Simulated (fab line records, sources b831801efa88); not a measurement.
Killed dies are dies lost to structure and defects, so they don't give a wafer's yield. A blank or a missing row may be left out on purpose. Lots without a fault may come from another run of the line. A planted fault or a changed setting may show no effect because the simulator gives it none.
Which tool did it? | flow sky130 | 12 lots, 36 wafers sampled, at 5 steps of a route of 708

WHAT THE GAUGES READ, wafer by wafer
SKY_GATE_OXIDE_THK_MEAS_02. Usual: GATE_OXIDE_OXIDATION_00_THK 10.19 nm, standard deviation 0.25.
lot  | measured     | on            | GATE_OXIDE_OXIDATION_00_THK (nm) | flag
L680 | day 13 01:20 | film_metro-03 | 10.69 10.44 10.55                |
L682 | day 13 18:34 | film_metro-03 | 10.22 10.03 10.24                |
L683 | day 14 03:04 | film_metro-03 | 9.83 9.73 9.59                   |
L689 | day 16 09:34 | film_metro-02 | 10.32 10.22 10.25                |
L690 | day 16 13:44 | film_metro-01 | 10.39 10.36 10.58                |
L692 | day 17 04:58 | film_metro-03 | 9.95 9.87 9.93                   |
L694 | day 17 22:13 | film_metro-01 | 10.06 10.00 10.00                |
L698 | day 19 05:47 | film_metro-03 | 10.01 9.67 9.84                  |
L699 | day 19 10:42 | film_metro-03 | 10.30 10.35 10.27                |
L700 | day 19 23:50 | film_metro-02 | 10.08 9.92 10.03                 |
L701 | day 20 04:18 | film_metro-02 | 9.82 10.07 10.11                 |
L702 | day 20 15:04 | film_metro-01 | 10.15 9.78 9.97                  |

SKY_GATE_OXIDE_TW_MEAS_14. Usual: GATE_OXIDE_TW 223.9, standard deviation 1.5.
lot  | measured     | on            | GATE_OXIDE_TW     | flag
L680 | day 14 03:32 | film_metro-01 | 223.9 224.1 224.3 |
L682 | day 14 21:43 | film_metro-02 | 222.0 223.3 221.0 |
L683 | day 15 06:35 | film_metro-01 | 223.2 223.0 223.4 |
L689 | day 17 15:13 | film_metro-02 | 257.7 256.7 257.8 | OFF
L690 | day 17 19:01 | film_metro-03 | 259.3 260.6 260.9 | OFF
L692 | day 18 11:07 | film_metro-03 | 226.6 226.2 226.0 |
L694 | day 19 05:37 | film_metro-02 | 221.4 221.5 222.0 |
L698 | day 20 14:06 | film_metro-03 | 225.9 225.9 227.0 |
L699 | day 20 18:17 | film_metro-02 | 224.3 223.3 223.7 |
L700 | day 21 07:58 | film_metro-02 | 223.0 222.6 223.4 |
L701 | day 21 12:36 | film_metro-02 | 222.9 222.1 222.3 |
L702 | day 21 23:14 | film_metro-01 | 223.1 222.6 222.5 |

WHICH TOOL RAN EACH LOT (tool, then ch and the chambers of the sampled wafers, then the start)
lot  | SKY_VT_ADJUST_NCORE_STRIP_10         | SKY_GATE_OXIDE_IMPLANT_11       | SKY_GATE_OXIDE_STRIP_13
L680 | plasma_asher-04 ch 0,1, day 9 00:49  | implanter-04 ch 0, day 14 03:11 | plasma_asher-01 ch 0,1, day 14 03:26
L682 | plasma_asher-01 ch 1, day 9 12:37    | implanter-03 ch 0, day 14 21:22 | plasma_asher-01 ch 0,1, day 14 21:37
L683 | plasma_asher-04 ch 0,1, day 9 21:27  | implanter-03 ch 0, day 15 06:16 | plasma_asher-01 ch 0,1, day 15 06:29
L689 | plasma_asher-02 ch 0,1, day 11 12:34 | implanter-03 ch 0, day 17 14:51 | plasma_asher-02 ch 0,1, day 17 15:07
L690 | plasma_asher-02 ch 0,1, day 11 19:46 | implanter-03 ch 0, day 17 18:40 | plasma_asher-04 ch 1, day 17 18:54
L692 | plasma_asher-02 ch 0,1, day 12 09:25 | implanter-04 ch 0, day 18 10:45 | plasma_asher-04 ch 0,1, day 18 11:01
L694 | plasma_asher-02 ch 0,1, day 12 23:58 | implanter-04 ch 0, day 19 05:18 | plasma_asher-01 ch 0,1, day 19 05:32
L698 | plasma_asher-02 ch 0,1, day 14 01:37 | implanter-02 ch 0, day 20 13:44 | plasma_asher-01 ch 0,1, day 20 14:00
L699 | plasma_asher-02 ch 1, day 14 07:01   | implanter-02 ch 0, day 20 17:56 | plasma_asher-02 ch 0,1, day 20 18:11
L700 | plasma_asher-04 ch 1, day 14 17:23   | implanter-04 ch 0, day 21 07:37 | plasma_asher-02 ch 0, day 21 07:51
L701 | plasma_asher-02 ch 0,1, day 14 22:43 | implanter-02 ch 0, day 21 12:14 | plasma_asher-01 ch 0,1, day 21 12:30
L702 | plasma_asher-04 ch 0,1, day 15 07:48 | implanter-04 ch 0, day 21 22:55 | plasma_asher-04 ch 0,1, day 21 23:08
- SKY_VT_ADJUST_NCORE_STRIP_10: strips in O2/N2.
- SKY_GATE_OXIDE_IMPLANT_11
- SKY_GATE_OXIDE_STRIP_13: strips in O2/N2.

WHAT THE TOOLS THEMSELVES READ (means of the sampled wafers that have a number; where no wafer has one, the mark that the record gives instead)
SKY_VT_ADJUST_NCORE_STRIP_10. Usual: drypump_motor_current_A 5.68 A, standard deviation 0.22; oes_product_au 0.716 a.u., standard deviation 0.0045; strip_time_to_endpoint_s 14.16 s, standard deviation 0.039.
lot  | tool            | drypump_motor_current_A (A) | oes_product_au (a.u.) | strip_time_to_endpoint_s (s) | flag
L680 | plasma_asher-04 | 5.83                        | 0.717                 | 14.16                        |
L682 | plasma_asher-01 | 5.54                        | 0.719                 | 14.23                        |
L683 | plasma_asher-04 | 5.74                        | 0.717                 | 14.19                        |
L689 | plasma_asher-02 | 5.53                        | 0.715                 | 14.12                        |
L690 | plasma_asher-02 | 5.53                        | 0.716                 | 14.16                        |
L692 | plasma_asher-02 | 5.50                        | 0.714                 | 14.09                        |
L694 | plasma_asher-02 | 5.48                        | 0.713                 | 14.14                        |
L698 | plasma_asher-02 | 5.52                        | 0.714                 | 14.15                        |
L699 | plasma_asher-02 | 5.46                        | 0.713                 | 14.14                        |
L700 | plasma_asher-04 | 5.91                        | 0.718                 | 14.22                        |
L701 | plasma_asher-02 | 5.53                        | 0.720                 | 14.14                        |
L702 | plasma_asher-04 | 5.83                        | 0.716                 | 14.13                        |

SKY_GATE_OXIDE_IMPLANT_11. Usual: dose_ions_cm2 2.6e+12, standard deviation 3.1e+09; faraday_current_uA 14.6, standard deviation 0.31.
lot  | tool         | dose_ions_cm2 | faraday_current_uA | flag
L680 | implanter-04 | 2.6e+12       | 14.8               |
L682 | implanter-03 | 2.6e+12       | 14.3               |
L683 | implanter-03 | 2.6e+12       | 14.6               |
L689 | implanter-03 | 4.3e+12       | 24.0               | OFF
L690 | implanter-03 | 4.3e+12       | 24.0               | OFF
L692 | implanter-04 | 2.6e+12       | 14.4               |
L694 | implanter-04 | 2.6e+12       | 14.5               |
L698 | implanter-02 | 2.6e+12       | 14.7               |
L699 | implanter-02 | 2.6e+12       | 14.6               |
L700 | implanter-04 | 2.6e+12       | 15.0               |
L701 | implanter-02 | 2.6e+12       | 14.6               |
L702 | implanter-04 | 2.6e+12       | 14.5               |

SKY_GATE_OXIDE_STRIP_13. Usual: drypump_motor_current_A 5.8 A, standard deviation 0.34; oes_product_au 0.716 a.u., standard deviation 0.0045; strip_time_to_endpoint_s 14.18 s, standard deviation 0.045.
lot  | tool            | drypump_motor_current_A (A) | oes_product_au (a.u.) | strip_time_to_endpoint_s (s) | flag
L680 | plasma_asher-01 | 5.8                         | 0.712                 | 14.17                        |
L682 | plasma_asher-01 | 5.9                         | 0.719                 | 14.19                        |
L683 | plasma_asher-01 | 5.9                         | 0.715                 | 14.17                        |
L689 | plasma_asher-02 | 5.5                         | 0.717                 | 14.10                        |
L690 | plasma_asher-04 | 6.0                         | 0.714                 | 14.14                        |
L692 | plasma_asher-04 | 5.7                         | 0.720                 | 14.24                        |
L694 | plasma_asher-01 | 6.1                         | 0.718                 | 14.18                        |
L698 | plasma_asher-01 | 5.8                         | 0.718                 | 14.22                        |
L699 | plasma_asher-02 | 5.5                         | 0.716                 | 14.12                        |
L700 | plasma_asher-02 | 5.6                         | 0.716                 | 14.22                        |
L701 | plasma_asher-01 | 6.1                         | 0.717                 | 14.19                        |
L702 | plasma_asher-04 | 5.8                         | 0.712                 | 14.18                        |

THE ANSWER, worked out from the rows above alone
Rule: a lot is off if the mean of its wafers that have a number lies more than 3 standard deviations from the usual mean. A lot without any number at a reading at which 4 lots or more have one is off too. The other lots that the step has rows for count as sound. The gauges are gone through in route order, then the tools' own readings, and for those a lot's mean is taken as printed above. The first step at which some lot is off is used, and at that step the reading that is off furthest; a lot without a number counts as furthest.
Off: L689, L690, at SKY_GATE_OXIDE_TW_MEAS_14 (GATE_OXIDE_TW).
A tool fits if, at a process step before that reading, it ran every lot that is off, and no sound lot after the first of them. The gauges at SKY_GATE_OXIDE_TW_MEAS_14 aren't tried: what is off there is off at SKY_GATE_OXIDE_IMPLANT_11 too, on other tools, and a gauge's error can't cause that. One fits: implanter-03 at SKY_GATE_OXIDE_IMPLANT_11. Its last sound lot is L683 (day 15 06:16), its first lot that is off L689 (day 17 14:51): a fault that began between those two fits.
The tool's own readings at SKY_GATE_OXIDE_IMPLANT_11 bear it out: on the lots that are off they differ by more than 5 times the standard deviation of the sound lots' means. dose_ions_cm2 reads 4.3e+12 there against 2.6e+12 on the sound lots; faraday_current_uA reads 24.0 there against 14.6 on the sound lots.

WHAT THE SIMULATOR HAD PUT IN
Process parameter drift: implanter-03, from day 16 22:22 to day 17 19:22, at SKY_GATE_OXIDE_IMPLANT_11. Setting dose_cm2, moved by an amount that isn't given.
Lots struck among those shown: L689, L690. The rule above found the same.
